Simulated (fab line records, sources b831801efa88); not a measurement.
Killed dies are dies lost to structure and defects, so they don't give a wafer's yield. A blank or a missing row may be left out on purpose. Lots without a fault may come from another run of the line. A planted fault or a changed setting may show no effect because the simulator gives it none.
A sampling plan put to the test | flow sky130 | one fab line, 19 faults that these records tell of, each judged on the records of the lots that it struck
The plan is the line's own looks: the steps of the route at which a gauge or an inspection reads the wafer and doesn't change it. A look can be judged if struck wafers have a number there and the file gives its usual mean and standard deviation on fault-free wafers. Caught: at a look after the fault's first step, the mean of the struck wafers lies 4 or more of those standard deviations (sigma) from the usual mean. On the tool: the same test on the tool's own readings at the fault's steps. Another recipe on the struck wafers, or a record that is blank for them alone, also counts as caught.

THE FAULTS, as the simulator had put them in
1. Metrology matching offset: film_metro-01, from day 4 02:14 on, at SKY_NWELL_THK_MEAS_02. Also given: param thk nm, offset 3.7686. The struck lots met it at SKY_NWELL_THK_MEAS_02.
2. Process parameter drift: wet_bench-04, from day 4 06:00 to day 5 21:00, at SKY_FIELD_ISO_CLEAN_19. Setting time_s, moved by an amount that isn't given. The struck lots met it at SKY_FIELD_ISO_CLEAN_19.
3. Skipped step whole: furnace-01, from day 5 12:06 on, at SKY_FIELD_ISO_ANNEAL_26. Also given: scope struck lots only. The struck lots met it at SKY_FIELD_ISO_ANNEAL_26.
4. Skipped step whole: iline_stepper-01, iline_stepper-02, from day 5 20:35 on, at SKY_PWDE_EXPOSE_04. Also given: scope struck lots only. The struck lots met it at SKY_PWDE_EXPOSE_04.
5. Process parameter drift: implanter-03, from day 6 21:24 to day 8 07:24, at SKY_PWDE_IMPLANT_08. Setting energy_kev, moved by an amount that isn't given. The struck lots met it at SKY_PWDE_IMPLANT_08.
6. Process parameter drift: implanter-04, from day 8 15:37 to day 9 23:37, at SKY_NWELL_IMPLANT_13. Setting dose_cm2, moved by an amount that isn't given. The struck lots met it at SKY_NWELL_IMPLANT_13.
7. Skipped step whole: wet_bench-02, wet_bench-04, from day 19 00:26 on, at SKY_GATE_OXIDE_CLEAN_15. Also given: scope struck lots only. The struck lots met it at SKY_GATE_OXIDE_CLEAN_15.
8. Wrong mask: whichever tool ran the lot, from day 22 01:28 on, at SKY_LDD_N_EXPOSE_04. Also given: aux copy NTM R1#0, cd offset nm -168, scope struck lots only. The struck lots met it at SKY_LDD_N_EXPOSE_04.
9. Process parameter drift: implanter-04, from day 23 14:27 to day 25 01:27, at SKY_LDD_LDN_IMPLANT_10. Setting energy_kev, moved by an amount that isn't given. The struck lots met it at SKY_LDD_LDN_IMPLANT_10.
10. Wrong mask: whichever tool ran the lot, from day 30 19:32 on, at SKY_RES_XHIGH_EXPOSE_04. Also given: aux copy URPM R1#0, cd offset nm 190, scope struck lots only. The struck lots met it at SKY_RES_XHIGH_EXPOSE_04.
11. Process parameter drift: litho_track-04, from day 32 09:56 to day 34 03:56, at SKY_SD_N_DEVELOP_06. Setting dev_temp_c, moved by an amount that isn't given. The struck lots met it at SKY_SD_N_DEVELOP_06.
12. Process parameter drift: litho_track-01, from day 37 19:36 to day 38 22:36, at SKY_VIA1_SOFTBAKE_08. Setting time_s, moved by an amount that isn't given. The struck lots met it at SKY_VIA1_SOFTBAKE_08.
13. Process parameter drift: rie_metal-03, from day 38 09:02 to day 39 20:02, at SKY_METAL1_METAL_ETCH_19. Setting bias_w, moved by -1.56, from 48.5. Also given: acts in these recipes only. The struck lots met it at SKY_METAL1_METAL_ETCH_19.
14. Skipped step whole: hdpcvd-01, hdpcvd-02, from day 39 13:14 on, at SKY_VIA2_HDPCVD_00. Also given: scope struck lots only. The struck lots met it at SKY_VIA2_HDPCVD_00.
15. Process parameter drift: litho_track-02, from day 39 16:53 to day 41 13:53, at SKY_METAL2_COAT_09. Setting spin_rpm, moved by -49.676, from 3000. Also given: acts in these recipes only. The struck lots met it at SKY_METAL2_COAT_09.
16. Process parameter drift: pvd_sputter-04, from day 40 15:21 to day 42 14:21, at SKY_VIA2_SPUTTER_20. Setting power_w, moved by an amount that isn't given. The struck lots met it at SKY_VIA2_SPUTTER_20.
17. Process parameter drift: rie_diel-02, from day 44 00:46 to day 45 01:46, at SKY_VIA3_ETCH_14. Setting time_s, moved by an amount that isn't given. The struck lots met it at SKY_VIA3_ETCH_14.
18. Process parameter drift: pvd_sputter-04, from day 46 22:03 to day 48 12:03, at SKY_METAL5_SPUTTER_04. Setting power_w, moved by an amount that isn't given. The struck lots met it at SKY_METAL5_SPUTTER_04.
19. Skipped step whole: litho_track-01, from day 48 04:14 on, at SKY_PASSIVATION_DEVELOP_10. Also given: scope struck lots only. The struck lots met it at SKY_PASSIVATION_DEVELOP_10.

WHAT THE PLAN SAW
fault | on the tool itself                               | first look that catches it                      | reading, sigma | median hours from its first step to that look | hours from the fault's start to the first struck lot there | judged looks passed uncaught
1     | NWELL_OXIDATION_THK +19 sigma                    | no look after it can be judged                  | -              | -                                             | -                                                          | 0
2     | run_length_s -5.7 sigma                          | none of the 3 looks that can be judged after it | -              | -                                             | -                                                          | 3
3     | the tool's record is blank for the struck wafers | no look after it can be judged                  | -              | -                                             | -                                                          | 0
4     | no reading that can be judged                    | not the one look that can be judged after it    | -              | -                                             | -                                                          | 1
5     | beam_energy_keV -99 or beyond sigma              | none of the 2 looks that can be judged after it | -              | -                                             | -                                                          | 2
6     | dose_ions_cm2 -99 or beyond sigma                | none of the 2 looks that can be judged after it | -              | -                                             | -                                                          | 2
7     | the tool's record is blank for the struck wafers | not the one look that can be judged after it    | -              | -                                             | -                                                          | 1
8     | no reading that can be judged                    | not the one look that can be judged after it    | -              | -                                             | -                                                          | 1
9     | beam_energy_keV +99 or beyond sigma              | not the one look that can be judged after it    | -              | -                                             | -                                                          | 1
10    | no reading that can be judged                    | no look after it can be judged                  | -              | -                                             | -                                                          | 0
11    | developer_temp_C -9.4 sigma                      | not the one look that can be judged after it    | -              | -                                             | -                                                          | 1
12    | run_length_s -69 sigma                           | not the one look that can be judged after it    | -              | -                                             | -                                                          | 1
13    | bias_w -10 sigma                                 | not the one look that can be judged after it    | -              | -                                             | -                                                          | 1
14    | the tool's record is blank for the struck wafers | no look after it can be judged                  | -              | -                                             | -                                                          | 0
15    | spin_speed_rpm -22 sigma                         | no look after it can be judged                  | -              | -                                             | -                                                          | 0
16    | cathode_dc_power_W -99 or beyond sigma           | no look after it can be judged                  | -              | -                                             | -                                                          | 0
17    | oes_product_au +12 sigma                         | no look after it can be judged                  | -              | -                                             | -                                                          | 0
18    | cathode_dc_power_W -99 or beyond sigma           | no look after it can be judged                  | -              | -                                             | -                                                          | 0
19    | the tool's record is blank for the struck wafers | no look after it can be judged                  | -              | -                                             | -                                                          | 0
A dash: the fault isn't caught, or these records don't give the number.

Caught at a look: 0 of 19. Caught on the tool: 16 of 19. By one or the other: 16 of 19.
Caught on the tool alone: faults 1, 2, 3, 5, 6, 7, 9, 11, 12, 13, 14, 15, 16, 17, 18, 19.
Caught by neither: faults 4, 8, 10.
